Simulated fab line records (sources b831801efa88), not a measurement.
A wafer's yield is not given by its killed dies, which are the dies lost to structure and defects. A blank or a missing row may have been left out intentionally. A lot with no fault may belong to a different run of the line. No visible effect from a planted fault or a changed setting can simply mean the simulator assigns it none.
One fault seen from 2 desks :: flow gf180mcu :: only its own numbers are on each desk; what lay behind them is given at the end

== AT THE METROLOGY DESK ==
What the gauges read, lot by lot, whatever tool the lot ran on: means of the sampled wafers that have a number. Marked OUT: a lot whose mean sits more than 4 standard deviations from the usual mean, which makes it out of limits; the brackets give that distance.
Columns: A = STI_OXIDATION_01_THK at GF_STI_THK_MEAS_22, usual 15.00 nm; B = STI_CVD_23_THK at GF_STI_THK_MEAS_24, usual 652 nm; C = STI_OXIDATION_02_THK at GF_STI_THK_MEAS_30, usual 9.98 nm; D = DNWELL_TW at GF_DNWELL_TW_MEAS_09, usual 1350; E = NWELL_OVL at GF_NWELL_OVL_MEAS_07, usual 2.0 nm; F = NWELL_TW at GF_NWELL_TW_MEAS_11, usual 1572
lot: L732
first seen here: day 2 13:28
A: 15.30
B: 652
C: 9.85
D: 1340
E: 2.3
F: 1567

lot: L734
first seen here: day 3 01:13
A: 14.95
B: 652
C: 9.88
D: 1340
E: 0.8
F: 1586

lot: L741
first seen here: day 4 12:46
A: 15.35
B: 654
C: 9.95
D: 1337
E: 2.7
F: 1555

lot: L743
first seen here: day 4 23:35
A: 14.89
B: 653
C: 10.00
D: 1371
E: 1.3
F: 1578

lot: L744
first seen here: day 5 07:45
A: 14.94
B: 642
C: 9.65
D: 1325
E: 1.9
F: 1575

lot: L750
first seen here: day 6 17:22
A: 14.65
B: 646
C: 9.94
D: 1330
E: 2.0
F: 1588
This desk's finding: nothing out of limits on any of the 6 lots.

== TOOL OWNER'S DESK, wet-bench-04 ==
The tool's own readings at GF_STI_WET_ETCH_26 (etches SiO2 in dHF, target depth 94 nm, time 188 s): means of the sampled wafers that have a number, for each lot that ran on this tool. Marked OUT: a lot whose mean sits more than 4 standard deviations from the usual mean, which makes it out of limits; the brackets give that distance.
Columns: A = run-length-s at GF_STI_WET_ETCH_26, usual 217 s
lot: L732
first seen here: day 2 13:58
A: 214

lot: L734
first seen here: day 3 01:41
A: 213

lot: L741
first seen here: day 4 13:17
A: 97 (-30) OUT

lot: L744
first seen here: day 5 08:15
A: 90 (-32) OUT
This desk finds L741, L744 out of limits, L741 being first, at day 4 13:17 (run-length-s at GF_STI_WET_ETCH_26). In limits: L732, L734.

== TAKEN TOGETHER ==
An alarm could have come from the tool owner's desk at day 4 13:17, on L741, L744.
The metrology desk saw nothing out of limits.
The metrology desk holds a record of L741, L744, inside its limits.
Of the lots named, all ran GF_STI_WET_ETCH_26 on wet-bench-04.

== WHAT WAS PUT IN BY THE SIMULATOR ==
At GF_STI_WET_ETCH_26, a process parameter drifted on wet-bench-04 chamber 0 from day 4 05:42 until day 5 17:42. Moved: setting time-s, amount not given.
Lots struck among those shown: L741, L744.
Hours from the fault's start to each desk's first reading out of limits: the tool owner's desk, 8.
